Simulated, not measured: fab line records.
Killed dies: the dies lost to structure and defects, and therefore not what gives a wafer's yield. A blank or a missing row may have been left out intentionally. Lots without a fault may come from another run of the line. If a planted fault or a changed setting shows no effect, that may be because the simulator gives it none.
fab line records	flow sky130
[record] lots = 24	wafers = 72	last_day = 50
route steps=708 shown FIELD_ISO@5 RES_XHIGH@341 LI_CONTACT@378 CONTACT@432 VIA3@574
lots with no fault: from the same line, run without faults
start_h: hours from the record's first day to the start of the lot's first wafer shown	wait_h: time in hours since the lot's previous step	" identical to the entry in the row above	L1.1+2: several wafers, shown together as one row	- either no value or no given start	* or withheld: withheld	< > ~ a bound
route shown NAME@n: a module of which the file shows steps, and the number in the route of the first	usual: mean/standard deviation of fault-free wafers	same: alike in all rows	chamber/n: place in a boat	sites: each site's reading	_std_site: standard deviation of those values	_edge_site: the outer-site mean with the inner-site mean subtracted	radius_mm: how far each site lies from the wafer's centre	mask NAME#n: copy n	behind: the tool/chamber that last shaped the wafer	hold: cause of the lot's hold/its duration in hours/its outcome	device: whichever transistor did not switch (one of n, p or np)	end of line: the route-end tests of the same wafers	a step without rows: its recipe alone	killed: the dies lost at the first sort to structure and to defects; this is not the yield of the wafer	map: per-die view of a wafer (x killed, . not killed, _ where there is no die)
set.NAME: the setting the step ran with; set.NAME@STEP: the setting that earlier step ran with	model.NAME: the simulator's own value behind a step, which no gauge read
steps of the route over a sample of lots; a table a step, a row a wafer
services: a tool's chamber out of use, with start hour (start_h, from the record's first day; less than 0 if before it), hours out, and reason
[[steps]]
[step SKY_FIELD_ISO_THK_MEAS_04]
[recipe] reads = Si3N4_of_FIELD_ISO_CVD_03
[usual] FIELD_ISO_CVD_03_THK = 165.8/1.5
lot.wafer	tool	chamber	start_h	wait_h	FIELD_ISO_CVD_03_THK[nm]
L074.2	film_metro-02	-	15.57	0.0	167.7
L074.3	"	-	"	"	166.9
L074.6	"	-	"	"	166.8
L075.1	film_metro-02	-	19.60	0.0	164.8
L075.3	"	-	"	"	165.9
L075.4	"	-	"	"	165.7
L076.2	film_metro-03	-	24.91	0.0	168.5
L076.3	"	-	"	"	166.4
L076.6	"	-	"	"	167.7
L077.3	film_metro-03	-	29.34	0.0	169.1
L077.4	"	-	"	"	168.8
L077.6	"	-	"	"	168.5
L078.1	film_metro-02	-	35.03	0.0	168.3
L078.4	"	-	"	"	167.7
L078.5	"	-	"	"	166.7
L079.1	film_metro-01	-	41.04	0.0	165.3
L079.2	"	-	"	"	163.3
L079.4	"	-	"	"	163.5
L080.1	film_metro-03	-	45.15	0.0	165.1
L080.4	"	-	"	"	166.4
L080.5	"	-	"	"	165.7
L081.1	film_metro-02	-	49.59	0.0	166.9
L081.4	"	-	"	"	166.8
L081.5	"	-	"	"	165.2
L082.2	film_metro-03	-	54.38	0.0	165.6
L082.4	"	-	"	"	164.5
L082.6	"	-	"	"	165.3
L083.2	film_metro-03	-	60.94	0.0	165.8
L083.4	"	-	"	"	165.4
L083.5	"	-	"	"	165.6
L084.3	film_metro-01	-	65.26	0.0	166.1
L084.4	"	-	"	"	167.8
L084.5	"	-	"	"	166.4
L085.1	film_metro-03	-	71.64	0.0	164.3
L085.2	"	-	"	"	165.2
L085.6	"	-	"	"	164.2
L086.1	film_metro-02	-	75.84	0.0	165.7
L086.2	"	-	"	"	165.0
L086.6	"	-	"	"	166.0
L087.1	film_metro-02	-	82.19	0.0	167.1
L087.2	"	-	"	"	166.4
L087.6	"	-	"	"	167.4
L088.1	film_metro-02	-	86.68	0.0	165.2
L088.3	"	-	"	"	164.5
L088.6	"	-	"	"	164.5
L089.3	film_metro-01	-	88.98	0.0	167.1
L089.4	"	-	"	"	166.4
L089.6	"	-	"	"	165.4
L090.2	film_metro-03	-	95.83	0.0	165.6
L090.3	"	-	"	"	165.1
L090.6	"	-	"	"	164.6
L091.1	film_metro-03	-	98.97	0.0	166.8
L091.2	"	-	"	"	164.4
L091.4	"	-	"	"	165.1
L092.1	film_metro-01	-	104.37	0.0	165.3
L092.3	"	-	"	"	163.7
L092.5	"	-	"	"	164.9
L093.2	film_metro-01	-	110.08	0.0	165.7
L093.3	"	-	"	"	166.3
L093.5	"	-	"	"	165.2
L094.1	film_metro-01	-	117.94	0.0	167.3
L094.2	"	-	"	"	167.8
L094.6	"	-	"	"	166.8
L095.2	film_metro-01	-	120.63	0.0	165.4
L095.3	"	-	"	"	165.0
L095.6	"	-	"	"	164.9
L096.2	film_metro-01	-	125.55	0.0	164.8
L096.4	"	-	"	"	164.2
L096.5	"	-	"	"	164.5
L097.2	film_metro-03	-	132.08	0.0	161.9
L097.3	"	-	"	"	163.2
L097.4	"	-	"	"	163.9
[step SKY_RES_XHIGH_TW_MEAS_09]
[usual] RES_XHIGH_TW = 1628/8.3
lot.wafer	tool	chamber	start_h	wait_h	RES_XHIGH_TW
L074.2	film_metro-02	-	610.84	0.1	1634
L074.3	"	-	"	"	1630
L074.6	"	-	"	"	1632
L075.1	film_metro-04	-	624.98	0.1	1621
L075.3	"	-	"	"	1623
L075.4	"	-	"	"	1625
L076.2	film_metro-02	-	625.29	0.1	1632
L076.3	"	-	"	"	1643
L076.6	"	-	"	"	1638
L077.3	film_metro-04	-	639.35	0.1	1618
L077.4	"	-	"	"	1621
L077.6	"	-	"	"	1619
L078.1	film_metro-02	-	647.28	0.1	1630
L078.4	"	-	"	"	1636
L078.5	"	-	"	"	1642
L079.1	film_metro-02	-	664.03	0.1	1625
L079.2	"	-	"	"	1630
L079.4	"	-	"	"	1633
L080.1	film_metro-04	-	666.13	0.1	1616
L080.4	"	-	"	"	1607
L080.5	"	-	"	"	1616
L082.2	film_metro-01	-	696.29	0.1	1639
L082.4	"	-	"	"	1640
L082.6	"	-	"	"	1645
L081.1	film_metro-04	-	703.73	0.1	1621
L081.4	"	-	"	"	1619
L081.5	"	-	"	"	1629
L084.3	film_metro-02	-	704.85	0.1	1627
L084.4	"	-	"	"	1629
L084.5	"	-	"	"	1628
L083.2	film_metro-01	-	706.14	0.1	1637
L083.4	"	-	"	"	1630
L083.5	"	-	"	"	1630
L085.1	film_metro-04	-	714.88	0.1	1611
L085.2	"	-	"	"	1622
L085.6	"	-	"	"	1618
L086.1	film_metro-04	-	720.23	0.1	1630
L086.2	"	-	"	"	1618
L086.6	"	-	"	"	1625
L087.1	film_metro-01	-	727.33	0.1	1620
L087.2	"	-	"	"	1634
L087.6	"	-	"	"	1626
L088.1	film_metro-02	-	730.83	0.1	1622
L088.3	"	-	"	"	1632
L088.6	"	-	"	"	1634
L089.3	film_metro-02	-	734.70	0.1	1629
L089.4	"	-	"	"	1638
L089.6	"	-	"	"	1633
L090.2	film_metro-02	-	736.84	0.1	1644
L090.3	"	-	"	"	1631
L090.6	"	-	"	"	1630
L091.1	film_metro-02	-	755.63	0.1	1621
L091.2	"	-	"	"	1631
L091.4	"	-	"	"	1620
L092.1	film_metro-02	-	757.18	0.1	1626
L092.3	"	-	"	"	1620
L092.5	"	-	"	"	1621
L093.2	film_metro-02	-	766.39	0.1	1633
L093.3	"	-	"	"	1635
L093.5	"	-	"	"	1633
L094.1	film_metro-01	-	779.53	0.1	1636
L094.2	"	-	"	"	1642
L094.6	"	-	"	"	1635
L095.2	film_metro-01	-	780.45	0.1	1626
L095.3	"	-	"	"	1639
L095.6	"	-	"	"	1626
L096.2	film_metro-04	-	784.04	0.1	1615
L096.4	"	-	"	"	1619
L096.5	"	-	"	"	1621
L097.2	film_metro-01	-	794.44	0.1	1629
L097.3	"	-	"	"	1642
L097.4	"	-	"	"	1630
[step SKY_LI_CONTACT_STRIP_16]
[recipe] chemistry = O2/N2	power_w = 1400	pressure_mtorr = 1500	platen_temp_c = withheld	o2_flow_sccm = 3000	n2_flow_sccm = 300	overash_fraction = 0.5
[usual] drypump_motor_current_A = 5.7/0.69	oes_product_au = 0.376/0.0049	strip_time_to_endpoint_s = 3.49/0.045
lot.wafer	tool	chamber	start_h	wait_h	drypump_motor_current_A	oes_product_au	rf_hours_counter_h	strip_time_to_endpoint_s
L074.2	plasma_asher-04	0	669.37	-	6.7	0.379	96	3.50
L074.3	"	1	"	"	4.7	0.375	-	3.45
L074.6	"	1	"	"	4.7	0.370	-	3.48
L075.1	plasma_asher-01	0	682.22	-	5.2	0.368	54	3.50
L075.3	"	0	"	"	5.2	0.378	-	3.53
L075.4	"	1	"	"	6.2	0.382	-	3.47
L076.2	plasma_asher-02	0	683.32	-	5.1	0.372	86	3.47
L076.3	"	1	"	"	5.9	0.373	-	3.49
L076.6	"	1	"	"	5.9	0.372	-	3.48
L077.3	plasma_asher-01	1	697.00	-	6.2	0.380	-	3.52
L077.4	"	0	"	"	5.2	0.374	-	3.49
L077.6	"	0	"	"	5.2	0.376	-	3.56
L078.1	plasma_asher-04	1	703.35	-	4.7	0.376	100	3.54
L078.4	"	1	"	"	4.7	0.389	-	3.49
L078.5	"	1	"	"	4.7	0.371	-	3.48
L079.1	plasma_asher-01	0	728.31	-	5.2	0.368	58	3.56
L079.2	"	1	"	"	6.2	0.377	58	3.47
L079.4	"	1	"	"	6.2	0.381	-	3.54
L080.1	plasma_asher-04	1	729.37	-	4.7	0.375	102	3.48
L080.4	"	0	"	"	6.7	0.369	-	3.45
L080.5	"	0	"	"	6.7	0.376	-	3.46
L082.2	plasma_asher-01	1	758.62	-	6.2	0.370	61	3.50
L082.4	"	1	"	"	6.2	0.387	-	3.55
L082.6	"	1	"	"	6.2	0.370	-	3.57
L081.1	plasma_asher-02	0	760.51	-	5.1	0.376	94	3.45
L081.4	"	0	"	"	5.1	0.379	-	3.46
L081.5	"	0	"	"	5.1	0.373	-	3.46
L084.3	plasma_asher-01	0	761.45	-	5.2	0.375	-	3.49
L084.4	"	1	"	"	6.2	0.377	-	3.48
L084.5	"	0	"	"	5.3	0.369	-	3.46
L083.2	plasma_asher-02	1	761.97	-	5.9	0.373	94	3.53
L083.4	"	1	"	"	5.9	0.375	-	3.49
L083.5	"	1	"	"	5.9	0.374	-	3.51
L085.1	plasma_asher-02	1	766.77	-	5.9	0.369	95	3.51
L085.2	"	0	"	"	5.1	0.376	95	3.48
L085.6	"	1	"	"	5.9	0.377	-	3.48
L086.1	plasma_asher-02	0	774.87	-	5.1	0.369	96	3.56
L086.2	"	1	"	"	5.9	0.370	96	3.47
L086.6	"	1	"	"	5.9	0.376	-	3.46
L087.1	plasma_asher-04	0	779.52	-	6.7	0.379	1	3.43
L087.2	"	1	"	"	4.7	0.375	1	3.43
L087.6	"	1	"	"	4.7	0.370	-	3.46
L088.1	plasma_asher-01	1	785.22	-	6.2	0.372	64	3.46
L088.3	"	1	"	"	6.2	0.378	-	3.53
L088.6	"	0	"	"	5.2	0.377	-	3.42
L089.3	plasma_asher-04	1	790.60	-	4.7	0.374	-	3.44
L089.4	"	0	"	"	6.7	0.375	-	3.46
L089.6	"	0	"	"	6.7	0.384	-	3.55
L090.2	plasma_asher-01	0	791.36	-	5.3	0.371	65	3.49
L090.3	"	1	"	"	6.2	0.376	-	3.50
L090.6	"	1	"	"	6.2	0.376	-	3.47
L091.1	plasma_asher-04	1	809.82	-	4.7	0.381	4	3.51
L091.2	"	0	"	"	6.7	0.380	4	3.58
L091.4	"	1	"	"	4.7	0.376	-	3.51
L092.1	plasma_asher-01	1	811.27	-	6.2	0.379	67	3.49
L092.3	"	1	"	"	6.2	0.374	-	3.52
L092.5	"	1	"	"	6.2	0.372	-	3.46
L093.2	plasma_asher-04	0	820.51	-	6.7	0.376	5	3.54
L093.3	"	1	"	"	4.7	0.376	-	3.48
L093.5	"	0	"	"	6.7	0.375	-	3.48
L094.1	plasma_asher-01	1	833.26	-	6.2	0.376	69	3.48
L094.2	"	0	"	"	5.2	0.384	69	3.57
L094.6	"	1	"	"	6.2	0.374	-	3.44
L095.2	plasma_asher-01	1	834.37	-	6.2	0.375	69	3.50
L095.3	"	1	"	"	6.2	0.377	-	3.54
L095.6	"	0	"	"	5.2	0.377	-	3.53
L096.2	plasma_asher-01	0	836.81	-	5.2	0.378	70	3.45
L096.4	"	1	"	"	6.2	0.370	-	3.42
L096.5	"	1	"	"	6.2	0.372	-	3.38
L097.2	plasma_asher-04	0	848.67	-	6.7	0.372	7	3.40
L097.3	"	0	"	"	6.7	0.384	-	3.49
L097.4	"	1	"	"	4.7	0.373	-	3.41
[step SKY_LI_CONTACT_SPUTTER_19]
[recipe] material = Ti	target_thk_nm = 20	chamber_pressure_pa = 5	power_w = 2500	substrate_temp_c = 200	time_s = 106.37
[usual] throttle_valve_pct = 30.3/1.1
lot.wafer	tool	chamber	start_h	wait_h	throttle_valve_pct
L074.2	pvd_sputter-04	-	669.66	0.0	30.2
L074.3	"	-	"	"	30.0
L074.6	"	-	"	"	30.3
L075.1	pvd_sputter-01	-	682.51	0.0	29.4
L075.3	"	-	"	"	27.3
L075.4	"	-	"	"	28.6
L076.2	pvd_sputter-04	-	683.61	0.0	30.0
L076.3	"	-	"	"	30.2
L076.6	"	-	"	"	30.2
L077.3	pvd_sputter-04	-	697.28	0.0	30.2
L077.4	"	-	"	"	29.9
L077.6	"	-	"	"	30.1
L078.1	pvd_sputter-01	-	703.65	0.0	29.3
L078.4	"	-	"	"	27.7
L078.5	"	-	"	"	28.8
L079.1	pvd_sputter-04	-	728.65	0.0	29.9
L079.2	"	-	"	"	30.2
L079.4	"	-	"	"	30.1
L080.1	pvd_sputter-02	-	729.68	0.0	30.2
L080.4	"	-	"	"	30.5
L080.5	"	-	"	"	31.8
L082.2	pvd_sputter-04	-	758.97	0.0	30.2
L082.4	"	-	"	"	29.9
L082.6	"	-	"	"	30.1
L081.1	pvd_sputter-04	-	760.81	0.0	30.1
L081.4	"	-	"	"	30.1
L081.5	"	-	"	"	30.6
L084.3	pvd_sputter-04	-	761.71	0.0	30.0
L084.4	"	-	"	"	31.6
L084.5	"	-	"	"	30.0
L083.2	pvd_sputter-01	-	762.26	0.0	27.6
L083.4	"	-	"	"	28.5
L083.5	"	-	"	"	28.6
L085.1	pvd_sputter-04	-	767.06	0.0	30.3
L085.2	"	-	"	"	30.2
L085.6	"	-	"	"	31.4
L086.1	pvd_sputter-04	-	775.18	0.0	30.0
L086.2	"	-	"	"	30.3
L086.6	"	-	"	"	30.4
L087.1	pvd_sputter-04	-	779.83	0.0	30.5
L087.2	"	-	"	"	29.9
L087.6	"	-	"	"	31.7
L088.1	pvd_sputter-02	-	785.51	0.0	30.2
L088.3	"	-	"	"	31.6
L088.6	"	-	"	"	31.3
L089.3	pvd_sputter-04	-	790.88	0.0	30.3
L089.4	"	-	"	"	30.0
L089.6	"	-	"	"	30.1
L090.2	pvd_sputter-02	-	791.66	0.0	30.6
L090.3	"	-	"	"	30.4
L090.6	"	-	"	"	30.3
L091.1	pvd_sputter-04	-	810.13	0.0	30.2
L091.2	"	-	"	"	31.7
L091.4	"	-	"	"	30.1
L092.1	pvd_sputter-01	-	811.56	0.0	28.0
L092.3	"	-	"	"	28.4
L092.5	"	-	"	"	28.8
L093.2	pvd_sputter-02	-	820.83	0.0	31.5
L093.3	"	-	"	"	30.8
L093.5	"	-	"	"	30.3
L094.1	pvd_sputter-02	-	833.56	0.0	30.2
L094.2	"	-	"	"	30.8
L094.6	"	-	"	"	30.6
L095.2	pvd_sputter-01	-	834.67	0.0	28.6
L095.3	"	-	"	"	32.1
L095.6	"	-	"	"	29.1
L096.2	pvd_sputter-01	-	837.11	0.0	28.8
L096.4	"	-	"	"	27.6
L096.5	"	-	"	"	27.6
L097.2	pvd_sputter-04	-	848.96	0.0	30.0
L097.3	"	-	"	"	30.3
L097.4	"	-	"	"	31.8
[step SKY_CONTACT_THK_MEAS_26]
[recipe] thk_meas_gauge = xrf	reads = W_of_CONTACT_CVD_24
[usual] CONTACT_W_THK = 339/5
lot.wafer	tool	chamber	start_h	wait_h	CONTACT_W_THK[nm]
L074.2	film_metro-02	-	731.60	0.1	340
L074.3	"	-	"	"	336
L074.6	"	-	"	"	331
L075.1	film_metro-02	-	738.69	0.1	336
L075.3	"	-	"	"	342
L075.4	"	-	"	"	330
L076.2	film_metro-02	-	739.29	0.1	330
L076.3	"	-	"	"	330
L076.6	"	-	"	"	333
L077.3	film_metro-02	-	759.82	0.1	334
L077.4	"	-	"	"	343
L077.6	"	-	"	"	342
L078.1	film_metro-02	-	761.55	0.1	339
L078.4	"	-	"	"	338
L078.5	"	-	"	"	344
L079.1	film_metro-03	-	783.77	0.1	348
L079.2	"	-	"	"	345
L079.4	"	-	"	"	342
L080.1	film_metro-03	-	785.72	0.1	338
L080.4	"	-	"	"	336
L080.5	"	-	"	"	338
L082.2	film_metro-02	-	815.03	0.1	337
L082.4	"	-	"	"	340
L082.6	"	-	"	"	342
L081.1	film_metro-01	-	817.25	0.1	337
L081.4	"	-	"	"	334
L081.5	"	-	"	"	339
L084.3	film_metro-01	-	817.78	0.1	332
L084.4	"	-	"	"	339
L084.5	"	-	"	"	340
L083.2	film_metro-03	-	818.80	0.1	337
L083.4	"	-	"	"	334
L083.5	"	-	"	"	338
L085.1	film_metro-01	-	824.06	0.1	349
L085.2	"	-	"	"	341
L085.6	"	-	"	"	337
L086.1	film_metro-02	-	831.50	0.1	340
L086.2	"	-	"	"	346
L086.6	"	-	"	"	346
L087.1	film_metro-03	-	835.19	0.1	334
L087.2	"	-	"	"	342
L087.6	"	-	"	"	339
L088.1	film_metro-03	-	841.10	0.1	346
L088.3	"	-	"	"	346
L088.6	"	-	"	"	341
L089.3	film_metro-01	-	847.17	0.1	337
L089.4	"	-	"	"	335
L089.6	"	-	"	"	334
L090.2	film_metro-01	-	847.86	0.1	339
L090.3	"	-	"	"	334
L090.6	"	-	"	"	338
L091.1	film_metro-01	-	865.10	0.1	345
L091.2	"	-	"	"	344
L091.4	"	-	"	"	350
L092.1	film_metro-01	-	866.35	0.1	336
L092.3	"	-	"	"	331
L092.5	"	-	"	"	331
L093.2	film_metro-01	-	875.81	0.1	337
L093.3	"	-	"	"	337
L093.5	"	-	"	"	338
L094.1	film_metro-01	-	887.36	0.1	340
L094.2	"	-	"	"	331
L094.6	"	-	"	"	334
L095.2	film_metro-01	-	889.49	0.1	339
L095.3	"	-	"	"	337
L095.6	"	-	"	"	334
L096.2	film_metro-02	-	892.38	0.1	336
L096.4	"	-	"	"	346
L096.5	"	-	"	"	342
L097.2	film_metro-01	-	904.53	0.1	339
L097.3	"	-	"	"	340
L097.4	"	-	"	"	333
[step SKY_VIA3_THK_MEAS_01]
[recipe] reads = SiO2_of_VIA3_HDPCVD_00
[usual] VIA3_HDPCVD_THK = 1631/24
lot.wafer	tool	chamber	start_h	wait_h	VIA3_HDPCVD_THK[nm]
L074.2	film_metro-04	-	899.61	0.1	1611
L074.3	"	-	"	"	1617
L074.6	"	-	"	"	1619
L075.1	film_metro-02	-	903.78	0.1	1656
L075.3	"	-	"	"	1635
L075.4	"	-	"	"	1628
L076.2	film_metro-01	-	905.77	0.2	1628
L076.3	"	-	"	"	1633
L076.6	"	-	"	"	1657
L077.3	film_metro-02	-	924.02	0.1	1640
L077.4	"	-	"	"	1642
L077.6	"	-	"	"	1603
L078.1	film_metro-02	-	925.76	0.2	1649
L078.4	"	-	"	"	1651
L078.5	"	-	"	"	1650
L079.1	film_metro-04	-	945.87	0.1	1638
L079.2	"	-	"	"	1644
L079.4	"	-	"	"	1637
L080.1	film_metro-04	-	947.17	0.1	1671
L080.4	"	-	"	"	1660
L080.5	"	-	"	"	1639
L082.2	film_metro-02	-	976.01	0.1	1623
L082.4	"	-	"	"	1626
L082.6	"	-	"	"	1654
L081.1	film_metro-04	-	977.86	0.1	1625
L081.4	"	-	"	"	1648
L081.5	"	-	"	"	1631
L084.3	film_metro-04	-	978.45	0.2	1593
L084.4	"	-	"	"	1624
L084.5	"	-	"	"	1646
L083.2	film_metro-01	-	979.07	0.1	1595
L083.4	"	-	"	"	1630
L083.5	"	-	"	"	1644
L085.1	film_metro-01	-	984.09	0.1	1666
L085.2	"	-	"	"	1596
L085.6	"	-	"	"	1631
L086.1	film_metro-04	-	989.44	0.1	1662
L086.2	"	-	"	"	1596
L086.6	"	-	"	"	1664
L087.1	film_metro-01	-	992.13	0.1	1591
L087.2	"	-	"	"	1653
L087.6	"	-	"	"	1633
L088.1	film_metro-04	-	999.19	0.3	1608
L088.3	"	-	"	"	1593
L088.6	"	-	"	"	1618
L089.3	film_metro-02	-	1003.61	0.1	1658
L089.4	"	-	"	"	1636
L089.6	"	-	"	"	1652
L090.2	film_metro-04	-	1005.42	0.1	1661
L090.3	"	-	"	"	1657
L090.6	"	-	"	"	1646
L091.1	film_metro-02	-	1019.69	0.1	1626
L091.2	"	-	"	"	1595
L091.4	"	-	"	"	1650
L092.1	film_metro-04	-	1020.38	0.1	1663
L092.3	"	-	"	"	1620
L092.5	"	-	"	"	1654
L093.2	film_metro-01	-	1030.03	0.1	1628
L093.3	"	-	"	"	1662
L093.5	"	-	"	"	1667
L094.1	film_metro-01	-	1038.58	0.1	1672
L094.2	"	-	"	"	1611
L094.6	"	-	"	"	1633
L095.2	film_metro-01	-	1040.64	0.1	1673
L095.3	"	-	"	"	1636
L095.6	"	-	"	"	1660
L096.2	film_metro-04	-	1041.98	0.2	1574
L096.4	"	-	"	"	1573
L096.5	"	-	"	"	1571
L097.2	film_metro-04	-	1054.74	0.1	1671
L097.3	"	-	"	"	1650
L097.4	"	-	"	"	1674
[[services]]
tool	chamber	start_h	hours	kind
pvd_sputter-04	-	663.84	1.7	repair
plasma_asher-01	-	667.50	5.7	repair
pvd_sputter-04	-	687.90	7.4	repair
plasma_asher-04	-	733.75	9.0	pm
plasma_asher-04	0	733.75	9.0	vent_cycle
plasma_asher-04	1	733.75	9.0	vent_cycle
plasma_asher-04	0	742.75	-	clean
plasma_asher-04	1	742.75	-	clean
plasma_asher-04	-	744.85	21.2	pm
pvd_sputter-01	-	750.50	2.2	repair
pvd_sputter-01	3	779.39	-	consumable_replace:kit
pvd_sputter-01	3	779.39	18.0	scheduled_down
pvd_sputter-01	3	779.39	18.0	vent_cycle
plasma_asher-01	-	800.76	2.8	pm
plasma_asher-04	-	828.36	8.5	repair
pvd_sputter-02	3	841.82	-	consumable_replace:kit
pvd_sputter-02	3	841.82	18.0	scheduled_down
pvd_sputter-02	3	841.82	18.0	vent_cycle
[[key]]
fault none
